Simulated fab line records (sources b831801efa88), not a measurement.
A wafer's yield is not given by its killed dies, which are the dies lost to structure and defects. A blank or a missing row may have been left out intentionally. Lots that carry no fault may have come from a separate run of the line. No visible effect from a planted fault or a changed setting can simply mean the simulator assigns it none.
fab line records + flow sky130
record
- lots=13
- wafers=39
- lastDay=50
route steps=708 shown POLY_CUT@317 LOCAL_INTERCONNECT@398 CONTACT@432 PAD_OPEN@708
lots with no fault: from the same line, run without faults
startH: hours from the record's first day to the start of the lot's first wafer shown + waitH: how many hours have passed since the lot's step before this one + " as in the row above + L1.1+2: several wafers, shown together as one row + - value missing, or start not given + * or withheld: withheld + < > ~ a bound
route shown NAME@n: a module of which the file shows steps, and the number in the route of the first + usual: mean/standard deviation of fault-free wafers + same: alike in all rows + chamber/n: place in a boat + sites: the reading at each site + _std_site: their standard deviation + _edge_site: outer sites' mean less inner sites' + radiusMm: for every site, how far away it sits from the centre of the wafer + mask NAME#n: copy n + behind: the most recent tool/chamber to have shaped the wafer + hold: what put the lot on hold/how long, in hours/how the hold closed + device: the transistor (n, p or np) that didn't switch + end of line: the same wafers' tests at the end of the route + a step with no rows: only its recipe + killed: dies that structure and defects cost at the first sort, which is not the same as the wafer's yield + map: shows each die of a wafer: x if killed, . if not, _ if none is there
set.NAME: setting as actually run; set.NAME@STEP: the setting as run at that earlier step + model.NAME: the simulator's own value behind a step, which no gauge read
steps of the route over a sample of lots; a table a step, a row a wafer
services: a tool's chamber out of use, with start hour (startH, from the record's first day; less than 0 if before it), hours out, and reason
## steps
# step SKY_POLY_CUT_ETCH_10
# recipe
- chemistry=N2/H2
- target=BARC
- ionEnergyEv=200
- sourceW=500
- biasW=100
- pressureMtorr=30
- n2FlowSccm=100
- h2FlowSccm=200
- stopOn=SiO2
- timeS=45.9
- targetDepthA=600
# usual
- drypumpMotorCurrentA=5.7/0.37
- oesProductAu=0.854/0.0053
- throttleValvePct=13.224/0.0087
| lot.wafer | tool       | chamber | startH | waitH | drypumpMotorCurrentA | oesProductAu | rfHoursCounterH | throttleValvePct |
|-----------|------------|---------|--------|-------|----------------------|--------------|-----------------|------------------|
| L864.1    | rieDiel-01 | 0       | 551.51 | 0.0   | 5.2                  | 0.861        | 6               | 13.233           |
| L864.5    | "          | 3       | "      | "     | 5.6                  | 0.852        | -               | 13.223           |
| L864.6    | "          | 2       | "      | "     | 5.8                  | 0.850        | -               | 13.228           |
| L865.3    | rieDiel-01 | 2       | 557.98 | 0.0   | 5.8                  | 0.858        | 3               | 13.225           |
| L865.4    | "          | 3       | "      | "     | 5.6                  | 0.853        | 25              | 13.235           |
| L865.5    | "          | 2       | "      | "     | 5.8                  | 0.852        | -               | 13.231           |
| L866.2    | rieDiel-03 | 1       | 573.21 | 0.0   | 6.0                  | 0.859        | 2               | 13.236           |
| L866.3    | "          | 3       | "      | "     | 6.1                  | 0.854        | 4               | 13.235           |
| L866.4    | "          | 2       | "      | "     | 5.8                  | 0.858        | 21              | 13.231           |
| L869.1    | rieDiel-01 | 1       | 613.67 | 0.0   | 5.4                  | 0.858        | 11              | 13.246           |
| L869.2    | "          | 0       | "      | "     | 5.2                  | 0.851        | 7               | 13.224           |
| L869.4    | "          | 2       | "      | "     | 5.8                  | 0.859        | 4               | 13.211           |
| L870.2    | rieDiel-03 | 0       | 616.66 | 0.0   | 5.3                  | 0.857        | 10              | 13.228           |
| L870.3    | "          | 1       | "      | "     | 6.1                  | 0.860        | 3               | 13.221           |
| L870.6    | "          | 1       | "      | "     | 6.0                  | 0.851        | -               | 13.232           |
| L878.3    | rieDiel-02 | 0       | 685.21 | 0.0   | 6.0                  | 0.852        | 0               | 13.242           |
| L878.4    | "          | 2       | "      | "     | 6.5                  | 0.850        | 22              | 13.238           |
| L878.5    | "          | 3       | "      | "     | 5.8                  | 0.862        | -               | 13.222           |
| L877.1    | rieDiel-03 | 2       | 686.33 | 0.0   | 5.9                  | 0.853        | 23              | 13.226           |
| L877.3    | "          | 0       | "      | "     | 5.3                  | 0.853        | 12              | 13.225           |
| L877.5    | "          | 2       | "      | "     | 5.8                  | 0.850        | -               | 13.231           |
| L879.1    | rieDiel-03 | 0       | 696.22 | 0.0   | 5.3                  | 0.853        | 12              | 13.214           |
| L879.3    | "          | 1       | "      | "     | 6.0                  | 0.856        | 5               | 13.216           |
| L879.5    | "          | 2       | "      | "     | 5.9                  | 0.851        | -               | 13.215           |
| L881.1    | rieDiel-03 | 1       | 702.27 | 0.0   | 6.0                  | 0.855        | 5               | 13.228           |
| L881.2    | "          | 0       | "      | "     | 5.3                  | 0.849        | 12              | 13.226           |
| L881.6    | "          | 3       | "      | "     | 6.1                  | 0.855        | -               | 13.241           |
| L883.2    | rieDiel-03 | 2       | 711.81 | 0.0   | 5.9                  | 0.852        | 24              | 13.226           |
| L883.3    | "          | 3       | "      | "     | 6.2                  | 0.857        | 7               | 13.224           |
| L883.4    | "          | 0       | "      | "     | 5.3                  | 0.848        | 13              | 13.216           |
| L884.3    | rieDiel-01 | 2       | 722.76 | 0.0   | 5.8                  | 0.858        | 6               | 13.237           |
| L884.4    | "          | 1       | "      | "     | 5.4                  | 0.862        | 13              | 13.222           |
| L884.5    | "          | 3       | "      | "     | 5.6                  | 0.849        | -               | 13.240           |
| L885.2    | rieDiel-02 | 1       | 729.93 | 0.0   | 5.2                  | 0.846        | 4               | 13.228           |
| L885.4    | "          | 3       | "      | "     | 5.7                  | 0.867        | 39              | 13.228           |
| L885.6    | "          | 1       | "      | "     | 5.2                  | 0.857        | -               | 13.226           |
| L887.1    | rieDiel-03 | 0       | 749.28 | 0.0   | 5.3                  | 0.845        | 14              | 13.226           |
| L887.2    | "          | 2       | "      | "     | 5.8                  | 0.849        | 25              | 13.223           |
| L887.4    | "          | 1       | "      | "     | 6.0                  | 0.854        | 7               | 13.227           |
# step SKY_LOCAL_INTERCONNECT_CD_MEAS_11
# recipe
- targetCdNm=170
# usual
- cdNm=169.9/1.4
| lot.wafer | tool     | chamber | startH | waitH | cdNm  |
|-----------|----------|---------|--------|-------|-------|
| L864.1    | cdSem-02 | -       | 699.37 | -     | 171.3 |
| L864.5    | "        | -       | "      | "     | 172.0 |
| L864.6    | "        | -       | "      | "     | 171.5 |
| L865.3    | cdSem-01 | -       | 704.85 | -     | 169.3 |
| L865.4    | "        | -       | "      | "     | 168.4 |
| L865.5    | "        | -       | "      | "     | 170.2 |
| L866.2    | cdSem-01 | -       | 719.08 | -     | 170.5 |
| L866.3    | "        | -       | "      | "     | 171.0 |
| L866.4    | "        | -       | "      | "     | 169.5 |
| L869.1    | cdSem-02 | -       | 756.31 | -     | 169.5 |
| L869.2    | "        | -       | "      | "     | 170.3 |
| L869.4    | "        | -       | "      | "     | 169.8 |
| L870.2    | cdSem-02 | -       | 759.94 | -     | 169.1 |
| L870.3    | "        | -       | "      | "     | 171.8 |
| L870.6    | "        | -       | "      | "     | 170.1 |
| L878.3    | cdSem-01 | -       | 823.26 | -     | 169.6 |
| L878.4    | "        | -       | "      | "     | 171.2 |
| L878.5    | "        | -       | "      | "     | 171.5 |
| L877.1    | cdSem-01 | -       | 824.11 | -     | 168.7 |
| L877.3    | "        | -       | "      | "     | 169.9 |
| L877.5    | "        | -       | "      | "     | 169.7 |
| L879.1    | cdSem-02 | -       | 832.62 | -     | 170.5 |
| L879.3    | "        | -       | "      | "     | 171.7 |
| L879.5    | "        | -       | "      | "     | 171.1 |
| L881.1    | cdSem-02 | -       | 839.07 | -     | 170.4 |
| L881.2    | "        | -       | "      | "     | 169.6 |
| L881.6    | "        | -       | "      | "     | 169.2 |
| L883.2    | cdSem-02 | -       | 848.03 | -     | 170.6 |
| L883.3    | "        | -       | "      | "     | 172.3 |
| L883.4    | "        | -       | "      | "     | 171.0 |
| L884.3    | cdSem-02 | -       | 858.36 | -     | 168.2 |
| L884.4    | "        | -       | "      | "     | 169.4 |
| L884.5    | "        | -       | "      | "     | 169.3 |
| L885.2    | cdSem-01 | -       | 863.98 | -     | 172.0 |
| L885.4    | "        | -       | "      | "     | 173.1 |
| L885.6    | "        | -       | "      | "     | 171.4 |
| L887.1    | cdSem-02 | -       | 883.92 | -     | 170.3 |
| L887.2    | "        | -       | "      | "     | 169.1 |
| L887.4    | "        | -       | "      | "     | 170.7 |
# step SKY_LOCAL_INTERCONNECT_STRIP_15
# recipe
- chemistry=O2/N2
- powerW=1400
- pressureMtorr=1500
- platenTempC=withheld
- o2FlowSccm=3000
- n2FlowSccm=300
- overashFraction=0.5
# usual
- chamberPressureMTorr=1500.1/1.4
- drypumpMotorCurrentA=5.8/0.51
- oesProductAu=0.427/0.0048
- stripTimeToEndpointS=4.729/0.02
| lot.wafer | tool           | chamber | startH | waitH | chamberPressureMTorr | drypumpMotorCurrentA | oesProductAu | rfHoursCounterH | stripTimeToEndpointS |
|-----------|----------------|---------|--------|-------|----------------------|----------------------|--------------|-----------------|----------------------|
| L864.1    | plasmaAsher-04 | 1       | 699.64 | 0.0   | 1498.0               | 6.7                  | 0.430        | 88              | 4.727                |
| L864.5    | "              | 1       | "      | "     | 1499.5               | 6.7                  | 0.436        | -               | 4.727                |
| L864.6    | "              | 0       | "      | "     | 1499.9               | 6.6                  | 0.427        | -               | 4.722                |
| L865.3    | plasmaAsher-03 | 1       | 705.11 | 0.1   | 1502.7               | 6.0                  | 0.432        | -               | 4.733                |
| L865.4    | "              | 0       | "      | "     | 1499.3               | 4.9                  | 0.423        | -               | 4.728                |
| L865.5    | "              | 0       | "      | "     | 1500.3               | 4.9                  | 0.431        | -               | 4.748                |
| L866.2    | plasmaAsher-02 | 1       | 719.44 | 0.1   | 1500.1               | 5.6                  | 0.425        | 28              | 4.749                |
| L866.3    | "              | 0       | "      | "     | 1497.4               | 5.7                  | 0.424        | -               | 4.727                |
| L866.4    | "              | 1       | "      | "     | 1499.5               | 5.7                  | 0.426        | -               | 4.731                |
| L869.1    | plasmaAsher-02 | 1       | 756.58 | 0.0   | -                    | -                    | -            | -               | -                    |
| L869.2    | "              | 0       | "      | "     | -                    | -                    | -            | -               | -                    |
| L869.4    | "              | 1       | "      | "     | -                    | -                    | -            | -               | -                    |
| L870.2    | plasmaAsher-02 | 0       | 760.19 | 0.0   | -                    | -                    | -            | -               | -                    |
| L870.3    | "              | 1       | "      | "     | -                    | -                    | -            | -               | -                    |
| L870.6    | "              | 1       | "      | "     | -                    | -                    | -            | -               | -                    |
| L878.3    | plasmaAsher-02 | 0       | 823.52 | 0.1   | 1498.8               | 5.7                  | 0.425        | -               | 4.723                |
| L878.4    | "              | 1       | "      | "     | 1499.1               | 5.7                  | 0.423        | -               | 4.698                |
| L878.5    | "              | 1       | "      | "     | 1500.6               | 5.6                  | 0.423        | -               | 4.692                |
| L877.1    | plasmaAsher-02 | 1       | 824.38 | 0.0   | 1502.6               | 5.7                  | 0.426        | 39              | 4.764                |
| L877.3    | "              | 0       | "      | "     | 1501.1               | 5.8                  | 0.427        | -               | 4.754                |
| L877.5    | "              | 1       | "      | "     | 1498.2               | 5.7                  | 0.425        | -               | 4.745                |
| L879.1    | plasmaAsher-02 | 1       | 832.89 | 0.0   | 1498.3               | 5.7                  | 0.414        | 39              | 4.692                |
| L879.3    | "              | 1       | "      | "     | 1498.7               | 5.7                  | 0.423        | -               | 4.706                |
| L879.5    | "              | 1       | "      | "     | 1498.5               | 5.7                  | 0.420        | -               | 4.738                |
| L881.1    | plasmaAsher-02 | 1       | 839.34 | 0.0   | 1499.5               | 5.7                  | 0.424        | 40              | 4.717                |
| L881.2    | "              | 0       | "      | "     | 1499.7               | 5.7                  | 0.424        | 40              | 4.733                |
| L881.6    | "              | 1       | "      | "     | 1500.9               | 5.6                  | 0.429        | -               | 4.724                |
| L883.2    | plasmaAsher-04 | 1       | 848.28 | 0.0   | 1501.6               | 6.6                  | 0.439        | 103             | 4.718                |
| L883.3    | "              | 0       | "      | "     | 1498.8               | 6.6                  | 0.432        | -               | 4.677                |
| L883.4    | "              | 1       | "      | "     | 1499.9               | 6.7                  | 0.427        | -               | 4.722                |
| L884.3    | plasmaAsher-03 | 0       | 858.62 | 0.1   | 1498.2               | 4.9                  | 0.426        | -               | 4.732                |
| L884.4    | "              | 1       | "      | "     | 1501.4               | 5.9                  | 0.436        | -               | 4.744                |
| L884.5    | "              | 1       | "      | "     | 1499.9               | 6.0                  | 0.428        | -               | 4.712                |
| L885.2    | plasmaAsher-03 | 0       | 864.35 | 0.1   | 1500.4               | 4.9                  | 0.429        | 12              | 4.736                |
| L885.4    | "              | 1       | "      | "     | 1502.6               | 6.0                  | 0.439        | -               | 4.738                |
| L885.6    | "              | 0       | "      | "     | 1500.4               | 4.9                  | 0.437        | -               | 4.742                |
| L887.1    | plasmaAsher-03 | 0       | 884.31 | 0.1   | 1501.6               | 4.9                  | 0.423        | 14              | 4.703                |
| L887.2    | "              | 1       | "      | "     | 1499.6               | 6.0                  | 0.422        | 14              | 4.703                |
| L887.4    | "              | 0       | "      | "     | 1500.7               | 4.9                  | 0.431        | -               | 4.689                |
# step SKY_CONTACT_THK_MEAS_26
# recipe
- thkMeasGauge=xrf
- reads=W_of_CONTACT_CVD_24
# usual
- CONTACT_W_THK=349/5.1
| lot.wafer | tool         | chamber | startH | waitH | CONTACT_W_THK[nm] |
|-----------|--------------|---------|--------|-------|-------------------|
| L864.1    | filmMetro-02 | -       | 729.45 | 0.1   | 359               |
| L864.5    | "            | -       | "      | "     | 358               |
| L864.6    | "            | -       | "      | "     | 354               |
| L865.3    | filmMetro-03 | -       | 734.70 | 0.1   | 356               |
| L865.4    | "            | -       | "      | "     | 349               |
| L865.5    | "            | -       | "      | "     | 354               |
| L866.2    | filmMetro-02 | -       | 748.64 | 0.1   | 356               |
| L866.3    | "            | -       | "      | "     | 351               |
| L866.4    | "            | -       | "      | "     | 352               |
| L878.3    | filmMetro-04 | -       | 853.45 | 0.1   | 346               |
| L878.4    | "            | -       | "      | "     | 347               |
| L878.5    | "            | -       | "      | "     | 346               |
| L877.1    | filmMetro-02 | -       | 853.64 | 0.1   | 350               |
| L877.3    | "            | -       | "      | "     | 351               |
| L877.5    | "            | -       | "      | "     | 348               |
| L879.1    | filmMetro-04 | -       | 861.38 | 0.1   | 338               |
| L879.3    | "            | -       | "      | "     | 341               |
| L879.5    | "            | -       | "      | "     | 334               |
| L881.1    | filmMetro-03 | -       | 867.43 | 0.1   | 342               |
| L881.2    | "            | -       | "      | "     | 343               |
| L881.6    | "            | -       | "      | "     | 345               |
| L883.2    | filmMetro-04 | -       | 876.74 | 0.1   | 343               |
| L883.3    | "            | -       | "      | "     | 346               |
| L883.4    | "            | -       | "      | "     | 347               |
| L884.3    | filmMetro-03 | -       | 887.11 | 0.1   | 347               |
| L884.4    | "            | -       | "      | "     | 342               |
| L884.5    | "            | -       | "      | "     | 343               |
| L885.2    | filmMetro-04 | -       | 892.45 | 0.1   | 349               |
| L885.4    | "            | -       | "      | "     | 348               |
| L885.6    | "            | -       | "      | "     | 350               |
| L887.1    | filmMetro-04 | -       | 912.69 | 0.1   | 344               |
| L887.2    | "            | -       | "      | "     | 348               |
| L887.4    | "            | -       | "      | "     | 347               |
# step SKY_PAD_OPEN_PROBE_99
# usual
- killed_at_M0_to_M3=43/6.7
- killed_at_M4_up=3.2/1.9
- killedAtContacts=24/5.9
- killedAtFrontEnd=15/4.1
- killedAtOther=0.3/0.56
- killedDies=86/9.5
- killedOnRim=17/3.7
- killedOpen=47/7.4
- killedShort=39/5.5
# same
- grossDies=492
- killedAtBackSide=0
| lot.wafer | tool      | chamber | startH  | waitH | killed_at_M0_to_M3 | killed_at_M4_up | killedAtContacts | killedAtFrontEnd | killedAtOther | killedDies | killedOnRim | killedOpen | killedShort |
|-----------|-----------|---------|---------|-------|--------------------|-----------------|------------------|------------------|---------------|------------|-------------|------------|-------------|
| L866.2    | prober-01 | -       | 1085.47 | 0.1   | 43                 | 3               | 32               | 9                | 0             | 87         | 23          | 41         | 46          |
| L866.3    | prober-01 | -       | 1085.52 | 0.2   | 42                 | 1               | 32               | 10               | 0             | 85         | 17          | 46         | 39          |
| L866.4    | prober-01 | -       | 1085.57 | 0.2   | 50                 | 3               | 24               | 13               | 0             | 90         | 17          | 46         | 44          |
| L869.1    | prober-02 | -       | 1117.57 | 0.1   | 46                 | 3               | 432              | 11               | 0             | 492        | 96          | 43         | 38          |
| L869.2    | prober-02 | -       | 1117.62 | 0.1   | 44                 | 2               | 430              | 16               | 0             | 492        | 96          | 51         | 44          |
| L869.4    | prober-02 | -       | 1117.72 | 0.2   | 58                 | 0               | 418              | 16               | 0             | 492        | 96          | 54         | 44          |
| L870.2    | prober-01 | -       | 1118.34 | 0.1   | 43                 | 3               | 434              | 12               | 0             | 492        | 96          | 36         | 37          |
| L870.3    | prober-01 | -       | 1118.39 | 0.2   | 40                 | 3               | 438              | 11               | 0             | 492        | 96          | 49         | 37          |
| L870.6    | prober-01 | -       | 1118.54 | 0.2   | 42                 | 5               | 427              | 18               | 0             | 492        | 96          | 52         | 31          |
| L877.1    | prober-02 | -       | 1160.89 | 0.1   | 45                 | 7               | 17               | 18               | 0             | 87         | 16          | 51         | 36          |
| L877.3    | prober-02 | -       | 1160.99 | 0.2   | 54                 | 8               | 27               | 9                | 1             | 99         | 17          | 48         | 51          |
| L877.5    | prober-02 | -       | 1161.09 | 0.2   | 40                 | 4               | 13               | 12               | 0             | 69         | 10          | 33         | 36          |
| L879.1    | prober-02 | -       | 1166.59 | 0.1   | 40                 | 5               | 16               | 17               | 0             | 78         | 18          | 39         | 39          |
| L879.3    | prober-02 | -       | 1166.69 | 0.2   | 41                 | 4               | 30               | 15               | 0             | 90         | 21          | 39         | 51          |
| L879.5    | prober-02 | -       | 1166.79 | 0.2   | 49                 | 1               | 26               | 9                | 0             | 85         | 18          | 45         | 40          |
| L881.1    | prober-02 | -       | 1171.68 | 0.1   | 38                 | 3               | 30               | 17               | 0             | 88         | 12          | 40         | 48          |
| L881.2    | prober-02 | -       | 1171.73 | 0.1   | 46                 | 3               | 27               | 18               | 0             | 94         | 15          | 52         | 42          |
| L881.6    | prober-02 | -       | 1171.93 | 0.2   | 42                 | 2               | 25               | 14               | 0             | 83         | 12          | 52         | 31          |
# killed by level:class
L866.2 CONTACT:geometricParticle:open=9 CONTACT:geometricParticle:short=8 VIA1:geometricParticle:open=8 METAL1:geometricParticle:short=7 LOCAL_INTERCONNECT:geometricParticle:short=6 VIA2:geometricParticle:open=6 VIA3:geometricParticle:open=6 LI_CONTACT:geometricParticle:open=5
L866.3 VIA1:geometricParticle:open=12 LI_CONTACT:geometricParticle:open=10 CONTACT:geometricParticle:open=9 CONTACT:geometricParticle:short=7 METAL2:geometricParticle:short=6 LOCAL_INTERCONNECT:geometricParticle:short=5 VIA1:geometricParticle:short=5 VIA2:geometricParticle:open=5
L866.4 VIA3:geometricParticle:open=10 VIA1:geometricParticle:open=9 METAL1:geometricParticle:short=7 METAL2:geometricParticle:short=7 FIELD_ISO:geometricParticle:open=6 LI_CONTACT:geometricParticle:open=6 CONTACT:geometricParticle:short=6 VIA2:geometricParticle:open=6
L869.1 CONTACT:areaCvd=411 VIA1:geometricParticle:open=10 VIA3:geometricParticle:open=8 VIA2:geometricParticle:open=7 VIA1:geometricParticle:short=6 LI_CONTACT:geometricParticle:open=5 LOCAL_INTERCONNECT:geometricParticle:short=5 LI_CONTACT:geometricParticle:short=4
L869.2 CONTACT:areaCvd=397 CONTACT:geometricParticle:open=11 VIA3:geometricParticle:open=8 LI_CONTACT:geometricParticle:open=8 VIA1:geometricParticle:open=8 VIA2:geometricParticle:open=8 LOCAL_INTERCONNECT:geometricParticle:short=7 FIELD_ISO:geometricParticle:short=5
L869.4 CONTACT:areaCvd=394 VIA3:geometricParticle:open=12 VIA1:geometricParticle:open=10 LI_CONTACT:geometricParticle:open=8 CONTACT:geometricParticle:open=8 VIA1:geometricParticle:short=7 VIA2:geometricParticle:open=6 METAL2:geometricParticle:short=6
L870.2 CONTACT:areaCvd=419 VIA1:geometricParticle:open=9 CONTACT:geometricParticle:open=8 METAL1:geometricParticle:short=7 METAL2:geometricParticle:short=5 VIA2:geometricParticle:open=5 FIELD_ISO:geometricParticle:short=4 VIA1:geometricParticle:short=4
L870.3 CONTACT:areaCvd=406 CONTACT:geometricParticle:open=12 VIA2:geometricParticle:open=10 VIA1:geometricParticle:open=8 LI_CONTACT:geometricParticle:open=6 CONTACT:geometricParticle:short=5 POLY_GATE:geometricParticle:short=4 METAL1:geometricParticle:short=4
L870.6 CONTACT:areaCvd=409 VIA1:geometricParticle:open=10 POLY_GATE:geometricParticle:open=7 VIA2:geometricParticle:open=7 LI_CONTACT:geometricParticle:open=6 VIA1:geometricParticle:short=5 VIA3:geometricParticle:open=5 CONTACT:geometricParticle:open=4
L877.1 VIA1:geometricParticle:open=13 CONTACT:geometricParticle:open=10 METAL1:geometricParticle:short=8 VIA2:geometricParticle:open=7 METAL4:geometricParticle:short=6 LI_CONTACT:geometricParticle:open=4 FIELD_ISO:geometricParticle:short=3 POLY_GATE:geometricParticle:open=3
L877.3 VIA1:geometricParticle:open=14 CONTACT:geometricParticle:open=10 LI_CONTACT:geometricParticle:open=9 VIA3:geometricParticle:open=8 METAL4:geometricParticle:short=8 METAL1:geometricParticle:short=7 VIA1:geometricParticle:short=6 METAL2:geometricParticle:short=6
L877.5 VIA1:geometricParticle:open=6 CONTACT:geometricParticle:open=5 METAL1:geometricParticle:short=5 VIA2:geometricParticle:short=5 VIA3:geometricParticle:open=5 FIELD_ISO:geometricParticle:short=4 POLY_GATE:geometricParticle:short=4 METAL2:geometricParticle:short=4
L879.1 VIA1:geometricParticle:open=12 FIELD_ISO:geometricParticle:short=8 METAL1:geometricParticle:short=7 LI_CONTACT:geometricParticle:open=6 VIA1:geometricParticle:short=5 CONTACT:geometricParticle:open=5 VIA2:geometricParticle:short=5 VIA3:geometricParticle:open=5
L879.3 CONTACT:geometricParticle:open=10 VIA1:geometricParticle:open=10 LOCAL_INTERCONNECT:geometricParticle:short=7 VIA3:geometricParticle:open=5 POLY_GATE:geometricParticle:short=5 METAL1:geometricParticle:short=5 FIELD_ISO:geometricParticle:short=4 LI_CONTACT:geometricParticle:short=4
L879.5 VIA1:geometricParticle:open=12 METAL2:geometricParticle:short=12 CONTACT:geometricParticle:open=9 CONTACT:geometricParticle:short=6 VIA3:geometricParticle:open=6 LI_CONTACT:geometricParticle:open=5 METAL2:geometricParticle:open=5 VIA2:geometricParticle:open=4
L881.1 LI_CONTACT:geometricParticle:open=10 CONTACT:geometricParticle:short=10 VIA1:geometricParticle:short=8 VIA1:geometricParticle:open=7 VIA3:geometricParticle:open=7 POLY_GATE:geometricParticle:open=5 CONTACT:geometricParticle:open=5 FIELD_ISO:geometricParticle:short=4
L881.2 VIA1:geometricParticle:open=14 LI_CONTACT:geometricParticle:open=9 METAL1:geometricParticle:short=8 CONTACT:geometricParticle:open=7 VIA2:geometricParticle:open=6 POLY_GATE:geometricParticle:open=5 FIELD_ISO:geometricParticle:short=5 LOCAL_INTERCONNECT:geometricParticle:short=5
L881.6 CONTACT:geometricParticle:open=11 VIA1:geometricParticle:open=8 METAL1:geometricParticle:short=7 LI_CONTACT:geometricParticle:open=6 VIA2:geometricParticle:open=6 VIA3:geometricParticle:open=6 FIELD_ISO:geometricParticle:short=5 CONTACT:geometricParticle:short=4
## services
| tool           | chamber | startH | hours | kind   |
|----------------|---------|--------|-------|--------|
| rieDiel-01     | 1       | 533.53 | 11.4  | repair |
| rieDiel-03     | 1       | 535.09 | 16.9  | repair |
| plasmaAsher-04 | -       | 548.04 | 1.5   | repair |
| rieDiel-03     | 2       | 555.82 | 1.7   | repair |
| rieDiel-03     | 1       | 560.93 | 6.3   | repair |
| rieDiel-01     | -       | 562.10 | 1.2   | repair |
| rieDiel-02     | 0       | 572.23 | 5.4   | repair |
| plasmaAsher-03 | -       | 574.51 | 13.9  | repair |
| rieDiel-01     | -       | 585.74 | 4.0   | pm     |
| rieDiel-02     | 0       | 594.19 | 8.4   | repair |
| plasmaAsher-04 | -       | 600.74 | 2.0   | repair |
| rieDiel-03     | 0       | 602.51 | 12.8  | repair |
| rieDiel-03     | -       | 623.56 | 0.6   | repair |
| rieDiel-01     | 3       | 627.22 | 2.5   | repair |
| plasmaAsher-02 | -       | 638.97 | 0.8   | repair |
| plasmaAsher-02 | -       | 644.50 | 14.6  | pm     |
| rieDiel-03     | -       | 666.35 | 0.1   | repair |
| rieDiel-01     | 1       | 690.45 | 15.3  | repair |
| plasmaAsher-03 | -       | 733.75 | 9.0   | pm     |
| rieDiel-01     | -       | 742.96 | 0.5   | repair |
| plasmaAsher-02 | -       | 758.76 | 0.7   | repair |
| plasmaAsher-03 | -       | 805.87 | 1.7   | repair |
| rieDiel-01     | 0       | 824.04 | 4.0   | repair |
| rieDiel-03     | 2       | 845.24 | 3.2   | repair |
## key
firstSign
- step=SKY_LOCAL_INTERCONNECT_STRIP_15
- reading=toolRecord
- direction=missing
effect
- step=SKY_PAD_OPEN_PROBE_99
- reading=killedAtContacts
- direction=up
- sigmas=69
- usual=24
- struck=430
moreKillsBornAt
- SKY_CONTACT_CVD_00@pecvd-01=1234
- SKY_CONTACT_CVD_00@pecvd-02=1202
metAt SKY_LOCAL_INTERCONNECT_STRIP_15
struckLots L869,L870
laterRowsLeftOut L869.1,L869.2,L869.4,L870.2,L870.3,L870.6
testerLeftOut L869,L870
notActingAt SKY_POLY_CUT_ETCH_10,SKY_LOCAL_INTERCONNECT_CD_MEAS_11,SKY_CONTACT_THK_MEAS_26
onsetBetween 719.44 756.58
fault
- kind=skippedStepWhole
- tool=plasmaAsher-02
- chamber=-
- onsetH=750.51
- steps=SKY_LOCAL_INTERCONNECT_STRIP_15
- scope=struckLotsOnly
# testerLeftOut: of these lots the tester's yield and bins aren't shown, on N5 and GAA mostly nor the transistor test; their killed dies are dies lost to structure and defects alone, not to doping, threshold or leakage, so they don't give the yield
# laterRowsLeftOut: the simulator's readings of these wafers behind a module that went badly wrong aren't trusted and aren't shown, but for the sort
